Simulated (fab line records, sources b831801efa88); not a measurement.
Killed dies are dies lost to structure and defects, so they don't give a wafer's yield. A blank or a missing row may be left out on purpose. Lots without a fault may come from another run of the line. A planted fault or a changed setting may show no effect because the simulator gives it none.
Which tool did it? | flow sky130 | 11 lots, 33 wafers sampled, at 5 steps of a route of 708

WHAT THE GAUGES READ, wafer by wafer
The record holds no reading of a measuring or inspecting step that can be judged against a usual standard deviation.

WHICH TOOL RAN EACH LOT (tool, then ch and the chambers of the sampled wafers, then the start)
lot  | SKY_METAL5_SPUTTER_00        | SKY_METAL5_SPUTTER_01        | SKY_PAD_OPEN_ETCH_07               | SKY_PAD_OPEN_STRIP_08                | SKY_PAD_OPEN_PROBE_99
L282 | pvd_sputter-02, day 44 11:37 | pvd_sputter-02, day 44 11:38 | rie_diel-01 ch 0,1,2, day 47 04:43 | plasma_asher-04 ch 0,1, day 47 04:49 | prober-02, day 47 07:05
L280 | pvd_sputter-02, day 44 13:49 | pvd_sputter-02, day 44 13:50 | rie_diel-04 ch 1,2,3, day 47 07:55 | plasma_asher-01 ch 0,1, day 47 08:01 | prober-02, day 47 10:46
L284 | pvd_sputter-02, day 44 14:27 | pvd_sputter-02, day 44 14:28 | rie_diel-02 ch 0,1,3, day 47 08:34 | plasma_asher-02 ch 0,1, day 47 08:40 | prober-01, day 47 12:19
L286 | pvd_sputter-02, day 44 15:22 | pvd_sputter-02, day 44 15:23 | rie_diel-04 ch 1,3, day 47 09:44   | plasma_asher-02 ch 0,1, day 47 09:50 | prober-02, day 47 12:20
L293 | pvd_sputter-02, day 46 12:22 | pvd_sputter-02, day 46 12:23 | rie_diel-01 ch 0,2, day 49 02:11   | plasma_asher-04 ch 0,1, day 49 02:19 | prober-02, day 49 04:36
L295 | pvd_sputter-02, day 47 04:07 | pvd_sputter-02, day 47 04:09 | rie_diel-01 ch 0,1, day 49 13:47   | plasma_asher-04 ch 0,1, day 49 13:53 | prober-02, day 49 16:05
L294 | pvd_sputter-02, day 47 08:44 | pvd_sputter-02, day 47 08:46 | rie_diel-02 ch 1,3, day 49 16:46   | plasma_asher-02 ch 0,1, day 49 16:52 | prober-02, day 49 19:05
L298 | pvd_sputter-04, day 47 09:02 | pvd_sputter-04, day 47 09:04 | rie_diel-04 ch 1,2,3, day 49 17:56 | plasma_asher-02 ch 0,1, day 49 18:02 | prober-01, day 49 20:14
L297 | pvd_sputter-01, day 47 09:56 | pvd_sputter-01, day 47 09:58 | rie_diel-01 ch 0,3, day 49 18:17   | plasma_asher-04 ch 0,1, day 49 18:23 | prober-02, day 49 20:42
L299 | pvd_sputter-04, day 48 01:40 | pvd_sputter-04, day 48 01:41 | rie_diel-02 ch 0,1,3, day 50 07:41 | plasma_asher-02 ch 0,1, day 50 07:47 | prober-02, day 50 10:00
L300 | pvd_sputter-04, day 48 12:58 | pvd_sputter-04, day 48 12:59 | rie_diel-01 ch 1,2,3, day 50 18:31 | plasma_asher-01 ch 0,1, day 50 18:37 | prober-01, day 50 20:55
- SKY_METAL5_SPUTTER_00: material Ti, target thk 15 nm, time 10 s.
- SKY_METAL5_SPUTTER_01: material TiN, target thk 20 nm, time 16.7 s.
- SKY_PAD_OPEN_ETCH_07: etches the open film in CF4/O2, stops on AlCu, target depth 725 nm, time 161.1 s.
- SKY_PAD_OPEN_STRIP_08: strips in O2/N2.
- SKY_PAD_OPEN_PROBE_99

WHAT THE TOOLS THEMSELVES READ (means of the sampled wafers that have a number; where no wafer has one, the mark that the record gives instead)
SKY_METAL5_SPUTTER_00. Usual: cathode_dc_power_W 3000.0 W, standard deviation 0.61; throttle_valve_pct 30.0 %, standard deviation 1.1.
lot  | tool           | cathode_dc_power_W (W) | throttle_valve_pct (%) | flag
L282 | pvd_sputter-02 | 3000.3                 | 30.8                   |
L280 | pvd_sputter-02 | 3000.1                 | 30.3                   |
L284 | pvd_sputter-02 | 3000.4                 | 30.2                   |
L286 | pvd_sputter-02 | 2999.7                 | 30.3                   |
L293 | pvd_sputter-02 | 3000.1                 | 30.7                   |
L295 | pvd_sputter-02 | 3000.1                 | 30.7                   |
L294 | pvd_sputter-02 | 3000.1                 | 31.3                   |
L298 | pvd_sputter-04 | 3000.2                 | 30.4                   |
L297 | pvd_sputter-01 | 2999.6                 | 29.3                   |
L299 | pvd_sputter-04 | 3000.3                 | 28.8                   |
L300 | pvd_sputter-04 | 2999.8                 | 29.8                   |

SKY_METAL5_SPUTTER_01. Usual: cathode_dc_power_W 6500.0 W, standard deviation 1.1; throttle_valve_pct 30.1 %, standard deviation 1.1.
lot  | tool           | cathode_dc_power_W (W) | throttle_valve_pct (%) | flag
L282 | pvd_sputter-02 | 6501.4                 | 30.8                   |
L280 | pvd_sputter-02 | 6499.9                 | 30.1                   |
L284 | pvd_sputter-02 | 6499.6                 | 30.2                   |
L286 | pvd_sputter-02 | 6499.8                 | 30.4                   |
L293 | pvd_sputter-02 | 6499.2                 | 30.8                   |
L295 | pvd_sputter-02 | 6500.2                 | 30.6                   |
L294 | pvd_sputter-02 | 6500.4                 | 31.4                   |
L298 | pvd_sputter-04 | 6499.3                 | 30.4                   |
L297 | pvd_sputter-01 | 6498.7                 | 29.1                   |
L299 | pvd_sputter-04 | 6499.2                 | 28.9                   |
L300 | pvd_sputter-04 | 6500.5                 | 29.7                   |

SKY_PAD_OPEN_ETCH_07. Usual: drypump_motor_current_A 5.9 A, standard deviation 0.49; oes_product_au 0.980 a.u., standard deviation 0.0068; throttle_valve_pct 5.965 %, standard deviation 0.0089.
lot  | tool        | drypump_motor_current_A (A) | oes_product_au (a.u.) | throttle_valve_pct (%) | flag
L282 | rie_diel-01 | 5.8                         | 0.980                 | 5.969                  |
L280 | rie_diel-04 | 5.8                         | 0.978                 | 5.964                  |
L284 | rie_diel-02 | 6.5                         | 0.981                 | 5.964                  |
L286 | rie_diel-04 | 5.5                         | 0.981                 | 5.964                  |
L293 | rie_diel-01 | 5.9                         | 0.981                 | 5.975                  |
L295 | rie_diel-01 | 5.8                         | 0.975                 | 5.961                  |
L294 | rie_diel-02 | 6.6                         | 0.983                 | 5.969                  |
L298 | rie_diel-04 | 5.8                         | 0.976                 | 5.966                  |
L297 | rie_diel-01 | 6.1                         | 0.971                 | 5.968                  |
L299 | rie_diel-02 | 6.4                         | 0.982                 | 5.972                  |
L300 | rie_diel-01 | 5.7                         | 0.981                 | 5.968                  |

SKY_PAD_OPEN_STRIP_08. Usual: drypump_motor_current_A 5.8 A, standard deviation 0.3; oes_product_au 0.664 a.u., standard deviation 0.0047; strip_time_to_endpoint_s 37.12 s, standard deviation 0.09.
lot  | tool            | drypump_motor_current_A (A) | oes_product_au (a.u.) | strip_time_to_endpoint_s (s) | flag
L282 | plasma_asher-04 | 5.7                         | 0.664                 | 37.13                        |
L280 | plasma_asher-01 | 5.8                         | 0.665                 | 37.18                        |
L284 | plasma_asher-02 | 5.6                         | 0.665                 | 37.10                        |
L286 | plasma_asher-02 | 5.6                         | 0.663                 | 37.19                        |
L293 | plasma_asher-04 | 5.9                         | 0.671                 | 37.25                        |
L295 | plasma_asher-04 | 5.7                         | 0.663                 | 37.15                        |
L294 | plasma_asher-02 | 5.6                         | 0.666                 | 37.02                        |
L298 | plasma_asher-02 | 5.6                         | 0.664                 | 37.26                        |
L297 | plasma_asher-04 | 5.9                         | 0.664                 | 37.10                        |
L299 | plasma_asher-02 | 5.6                         | 0.667                 | 37.09                        |
L300 | plasma_asher-01 | 5.8                         | 0.666                 | 37.12                        |

SKY_PAD_OPEN_PROBE_99. Usual: defect_limited_yield 83.0 %, standard deviation 1.8; killed_at_M0_to_M3 42, standard deviation 6.6; killed_at_M4_up 3.0, standard deviation 1.7; killed_at_contacts 24, standard deviation 5.3; killed_at_front_end 15, standard deviation 4.5; killed_at_other 0.2, standard deviation 0.49; killed_dies 83, standard deviation 9; killed_open 45, standard deviation 6.9; killed_short 38, standard deviation 5.8; sort_bin_3_pad_short 0.8 %, standard deviation 0.4; sort_bin_5_function 10.0 %, standard deviation 1.5; sort_bin_6_memory 6.1 %, standard deviation 1.1; sort_n_pass 409, standard deviation 9; sort_yield_pct 83.0 %, standard deviation 1.8.
lot  | tool      | defect_limited_yield (%) | killed_at_M0_to_M3 | killed_at_M4_up | killed_at_contacts | killed_at_front_end | killed_at_other | killed_dies | killed_open | killed_short | sort_bin_3_pad_short (%) | sort_bin_5_function (%) | sort_bin_6_memory (%) | sort_n_pass | sort_yield_pct (%) | flag
L282 | prober-02 | 83.5                     | 39                 | 3.3             | 22                 | 16                  | 0.0             | 81          | 42          | 38           | 0.9                      | 9.9                     | 5.6                   | 411         | 83.5               |
L280 | prober-02 | 84.7                     | 36                 | 2.7             | 21                 | 16                  | 0.0             | 75          | 39          | 37           | 0.8                      | 8.7                     | 5.8                   | 417         | 84.7               |
L284 | prober-01 | 83.0                     | 39                 | 4.3             | 29                 | 11                  | 0.0             | 84          | 46          | 37           | 0.9                      | 10.1                    | 6.0                   | 408         | 83.0               |
L286 | prober-02 | 84.3                     | 43                 | 2.7             | 18                 | 14                  | 0.0             | 77          | 38          | 40           | 0.5                      | 9.1                     | 6.0                   | 415         | 84.3               |
L293 | prober-02 | 77.0                     | 44                 | 34.0            | 18                 | 16                  | 1.0             | 113         | 43          | 39           | 1.3                      | 15.8                    | 5.8                   | 379         | 77.0               | OFF
L295 | prober-02 | 77.8                     | 50                 | 26.7            | 20                 | 12                  | 0.3             | 109         | 44          | 42           | 1.7                      | 13.1                    | 7.4                   | 383         | 77.8               | OFF
L294 | prober-02 | 80.2                     | 38                 | 23.7            | 23                 | 13                  | 0.0             | 97          | 39          | 39           | 1.9                      | 11.4                    | 6.4                   | 395         | 80.2               | OFF
L298 | prober-01 | 83.3                     | 50                 | 2.3             | 18                 | 12                  | 0.0             | 82          | 45          | 37           | 1.0                      | 9.5                     | 6.2                   | 410         | 83.3               |
L297 | prober-02 | 83.8                     | 36                 | 3.7             | 26                 | 14                  | 0.0             | 80          | 47          | 33           | 0.9                      | 9.5                     | 5.8                   | 412         | 83.8               |
L299 | prober-02 | 81.1                     | 46                 | 5.3             | 26                 | 15                  | 0.0             | 93          | 51          | 41           | 0.8                      | 10.7                    | 7.4                   | 399         | 81.1               |
L300 | prober-01 | 83.6                     | 37                 | 2.0             | 24                 | 17                  | 0.0             | 81          | 43          | 38           | 1.1                      | 9.2                     | 6.1                   | 411         | 83.6               |

THE ANSWER, worked out from the rows above alone
Rule: a lot is off if the mean of its wafers that have a number lies more than 3 standard deviations from the usual mean. A lot without any number at a reading at which 4 lots or more have one is off too. The other lots that the step has rows for count as sound. The gauges are gone through in route order, then the tools' own readings, and for those a lot's mean is taken as printed above. The first step at which some lot is off is used, and at that step the reading that is off furthest; a lot without a number counts as furthest.
Off: L293, L295, L294, at SKY_PAD_OPEN_PROBE_99 (killed_at_M4_up).
A tool fits if, at that step or a process step before it, it ran every lot that is off, and no sound lot after the first of them. One fits: pvd_sputter-02 at SKY_METAL5_SPUTTER_00 and SKY_METAL5_SPUTTER_01. At SKY_METAL5_SPUTTER_00 its last sound lot is L286 (day 44 15:22), its first lot that is off L293 (day 46 12:22): a fault that began between those two fits.

WHAT THE SIMULATOR HAD PUT IN
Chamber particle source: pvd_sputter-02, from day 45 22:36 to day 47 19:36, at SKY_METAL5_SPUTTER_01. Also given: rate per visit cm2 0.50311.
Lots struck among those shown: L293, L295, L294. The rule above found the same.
